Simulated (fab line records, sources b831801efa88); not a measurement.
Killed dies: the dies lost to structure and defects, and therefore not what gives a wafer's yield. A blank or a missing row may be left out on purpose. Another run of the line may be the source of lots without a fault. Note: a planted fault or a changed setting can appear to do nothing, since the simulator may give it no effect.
Which of the tools did it? | flow gf180mcu | 11 lots, 33 wafers sampled, at 5 steps of a route of 602

## WHAT THE GAUGES SHOWED, per wafer
GF_V4_THK_MEAS_01. Usual: for V4_CVD_00_THK the level is 601 nm and the standard deviation is 6.1.
lot  | measured     | on            | V4_CVD_00_THK (nm) | flag
L311 | day 23 11:19 | film metro-03 | 598 601 606        |
L312 | day 23 20:05 | film metro-04 | 598 608 609        |
L314 | day 24 10:12 | film metro-03 | 605 607 601        |
L315 | day 25 07:22 | film metro-02 | 604 605 601        |
L316 | day 25 07:44 | film metro-02 | 615 611 616        |
L319 | day 26 17:32 | film metro-03 | 596 603 611        |
L318 | day 26 17:47 | film metro-02 | 601 606 604        |
L325 | day 28 14:17 | film metro-03 | 603 602 607        |
L328 | day 29 05:56 | film metro-03 | 592 590 604        |
L332 | day 30 04:52 | film metro-04 | 609 607 600        |
L333 | day 30 13:42 | film metro-02 | 600 588 598        |

GF_TOP_METAL_CD_MEAS_14: target cd 440 nm. Usual: cd nm 440.1 nm, standard deviation 2.5.
lot  | measured     | on        | cd nm (nm)        | flag
L311 | day 28 01:19 | cd sem-02 | 439.0 438.5 439.4 |
L312 | day 28 09:49 | cd sem-01 | 443.0 440.8 439.9 |
L314 | day 28 21:15 | cd sem-01 | 436.7 436.9 436.3 |
L315 | day 29 16:40 | cd sem-01 | 445.9 447.6 447.9 |
L316 | day 29 16:56 | cd sem-02 | 440.6 441.7 440.3 |
L319 | day 30 22:54 | cd sem-01 | 442.7 442.1 440.3 |
L318 | day 31 00:16 | cd sem-02 | 441.9 439.1 440.7 |
L325 | day 32 16:45 | cd sem-01 | 463.5 465.2 440.9 | OFF
L328 | day 33 05:37 | cd sem-01 | 441.1 441.4 442.0 |
L332 | day 34 00:16 | cd sem-02 | 437.6 437.8 438.7 |
L333 | day 34 08:16 | cd sem-01 | 440.9 437.8 439.6 |

GF_TOP_METAL_OVL_MEAS_15. Usual: for TOP_METAL_OVL the level is 0.1 nm and the standard deviation is 1.6.
lot  | measured     | on         | TOP_METAL_OVL (nm) | flag
L311 | day 28 01:25 | overlay-02 | 0.2 -1.6 0.5       |
L312 | day 28 09:56 | overlay-02 | 2.6 0.6 2.1        |
L314 | day 28 21:22 | overlay-02 | 0.2 -1.2 -1.5      |
L315 | day 29 16:46 | overlay-02 | 2.1 1.8 2.3        |
L316 | day 29 17:04 | overlay-01 | -2.7 -3.7 -2.8     |
L319 | day 30 23:01 | overlay-02 | 1.2 1.8 1.3        |
L318 | day 31 00:23 | overlay-01 | -1.3 -2.3 -1.1     |
L325 | day 32 16:52 | overlay-01 | -0.1 -1.8 -0.8     |
L328 | day 33 05:43 | overlay-02 | 0.2 -0.4 1.5       |
L332 | day 34 00:22 | overlay-01 | -1.3 -1.1 -1.9     |
L333 | day 34 08:21 | overlay-01 | -2.6 -4.4 -2.5     |

## TOOL THAT RAN EACH LOT (tool first, then ch and the chambers of the sampled wafers, then the start)
lot  | GF_V4_SPUTTER_21             | GF_TOP_METAL_COAT_09
L311 | pvd sputter-03, day 24 10:28 | litho track-04 ch 0, day 27 14:49
L312 | pvd sputter-03, day 24 19:43 | litho track-01 ch 0, day 27 23:47
L314 | pvd sputter-03, day 25 08:55 | litho track-02 ch 0, day 28 11:22
L315 | pvd sputter-02, day 26 05:20 | litho track-04 ch 0, day 29 07:13
L316 | pvd sputter-01, day 26 06:16 | litho track-01 ch 0, day 29 07:21
L319 | pvd sputter-01, day 27 14:43 | litho track-04 ch 0, day 30 14:08
L318 | pvd sputter-02, day 27 15:09 | litho track-02 ch 0, day 30 15:16
L325 | pvd sputter-01, day 29 11:02 | litho track-01 ch 0, day 32 08:24
L328 | pvd sputter-02, day 30 02:34 | litho track-04 ch 0, day 32 21:07
L332 | pvd sputter-02, day 31 00:22 | litho track-02 ch 0, day 33 16:48
L333 | pvd sputter-01, day 31 09:17 | litho track-02 ch 0, day 34 00:13
- GF_V4_SPUTTER_21: material Ti, target thk 15 nm, time 80.02 s.
- GF_TOP_METAL_COAT_09: resist thk 1500 nm.

## AS READ BY THE TOOLS THEMSELVES (means over the sampled wafers that have a number; for cases with no such wafer, the mark the record gives instead)
GF_V4_SPUTTER_21. Usual: throttle valve pct 29.8 %, standard deviation 0.69.
lot  | tool           | throttle valve pct (%) | flag
L311 | pvd sputter-03 | 29.1                   |
L312 | pvd sputter-03 | 30.7                   |
L314 | pvd sputter-03 | 30.1                   |
L315 | pvd sputter-02 | 29.7                   |
L316 | pvd sputter-01 | 30.0                   |
L319 | pvd sputter-01 | 29.6                   |
L318 | pvd sputter-02 | 29.8                   |
L325 | pvd sputter-01 | 30.2                   |
L328 | pvd sputter-02 | 29.6                   |
L332 | pvd sputter-02 | 29.7                   |
L333 | pvd sputter-01 | 30.1                   |

GF_TOP_METAL_COAT_09. Usual: chill plate temp C 23.02 C, standard deviation 0.094; dispense pressure kPa 50.2 kPa, standard deviation 1.8.
lot  | tool           | chill plate temp C (C) | dispense pressure kPa (kPa) | flag
L311 | litho track-04 | 23.07                  | 47.9                        |
L312 | litho track-01 | 23.03                  | 49.7                        |
L314 | litho track-02 | 22.85                  | 52.1                        |
L315 | litho track-04 | 23.05                  | 47.9                        |
L316 | litho track-01 | 23.04                  | 49.7                        |
L319 | litho track-04 | 22.95                  | 47.9                        |
L318 | litho track-02 | 23.14                  | 52.1                        |
L325 | litho track-01 | 23.03                  | 49.8                        |
L328 | litho track-04 | 23.05                  | 47.9                        |
L332 | litho track-02 | 22.99                  | 52.1                        |
L333 | litho track-02 | 23.08                  | 52.1                        |

## THE ANSWER, worked out from the rows above alone
Rule: a lot counts as off when the mean over its wafers that have a number is more than 3 standard deviations away from the usual mean. Also off: a lot with no number at a reading for which 4 or more lots have one. Any other lot the step has rows for is counted as sound. After the gauges, taken in route order, come the tools' own readings; for these a lot's mean is taken, as printed above. At the first step where some lot is off, the reading lying furthest off is the one used; lots without a number count as furthest.
Off, at GF_TOP_METAL_CD_MEAS_14 on cd nm: L325.
If a tool, at a process step before that reading, ran all the lots that are off and no sound lot after the first of them, it fits. Gauges at GF_TOP_METAL_CD_MEAS_14: tried the same way as those tools. One fits: litho track-01 at GF_TOP_METAL_COAT_09. Its last sound lot is L316 (day 29 07:21), its first lot that is off L325 (day 32 08:24): a fault that began between those two fits.

## WHAT THE SIMULATOR PUT IN
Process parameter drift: litho track-01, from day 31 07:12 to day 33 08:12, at GF_TOP_METAL_COAT_09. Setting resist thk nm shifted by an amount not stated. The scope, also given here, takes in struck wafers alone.
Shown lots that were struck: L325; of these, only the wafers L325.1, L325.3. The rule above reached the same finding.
